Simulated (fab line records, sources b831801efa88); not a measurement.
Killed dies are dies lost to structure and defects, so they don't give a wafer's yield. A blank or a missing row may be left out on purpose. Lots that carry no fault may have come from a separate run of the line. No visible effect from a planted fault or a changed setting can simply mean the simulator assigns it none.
The tool behind it: which one? | flow sky130 | Sampling: 6 lots, 18 wafers, 2 of 708 route steps

WHAT THE GAUGES READ, wafer by wafer
SKY_PWDE_TW_MEAS_10.
lot  | measured    | on            | PWDE_TW
L890 | day 4 00:37 | film-metro-02 | 374 373 372
L892 | day 4 12:08 | film-metro-04 | 375 376 374
L895 | day 5 06:49 | film-metro-02 | 372 374 372
L897 | day 5 18:41 | film-metro-04 | 375 376 375
L905 | day 7 14:40 | film-metro-04 | 441 441 440 439 442 440
L912 | day 9 07:00 | film-metro-02 | 374 375 374

WHAT TOOL EACH LOT RAN ON (gives the tool, then ch and the chambers of the sampled wafers, and finally the start)
lot  | SKY_PWDE_IMPLANT_08
L890 | implanter-03 ch 0, day 4 00:23
L892 | implanter-02 ch 0, day 4 11:53
L895 | implanter-03 ch 0, day 5 06:34
L897 | implanter-02 ch 0, day 5 18:26
L905 | implanter-03 ch 0, day 7 14:26
L912 | implanter-02 ch 0, day 9 06:46
- SKY_PWDE_IMPLANT_08

THE ANSWER, worked out from the rows above alone
Rule: the usual values come from the lots themselves. The widest of any qualifying gaps counts: lots, ordered by their means at a reading, are off when they make up no more than a third of the lots, leave a main group of 4 or more, and stand apart from it by 3 or more times the standard deviation of that group's means. Not used: any main group whose means are identical at the precision the tables above print for the reading. Also off: a lot with no number at a reading for which 4 or more lots have one. All remaining lots with rows at the step are treated as sound.
Off: L905, seen at SKY_PWDE_TW_MEAS_10 (PWDE_TW). The main group has a mean of 374 with a standard deviation of 1.1.
A tool fits if, at a process step before that reading, it ran every lot that is off, and no sound lot after the first of them. Those tools and the gauges at SKY_PWDE_TW_MEAS_10 are tried in the same way. This does not decide it: 2 tools fit, namely implanter-03 at SKY_PWDE_IMPLANT_08 and film-metro-04 at SKY_PWDE_TW_MEAS_10.

WHAT WAS PUT IN BY THE SIMULATOR
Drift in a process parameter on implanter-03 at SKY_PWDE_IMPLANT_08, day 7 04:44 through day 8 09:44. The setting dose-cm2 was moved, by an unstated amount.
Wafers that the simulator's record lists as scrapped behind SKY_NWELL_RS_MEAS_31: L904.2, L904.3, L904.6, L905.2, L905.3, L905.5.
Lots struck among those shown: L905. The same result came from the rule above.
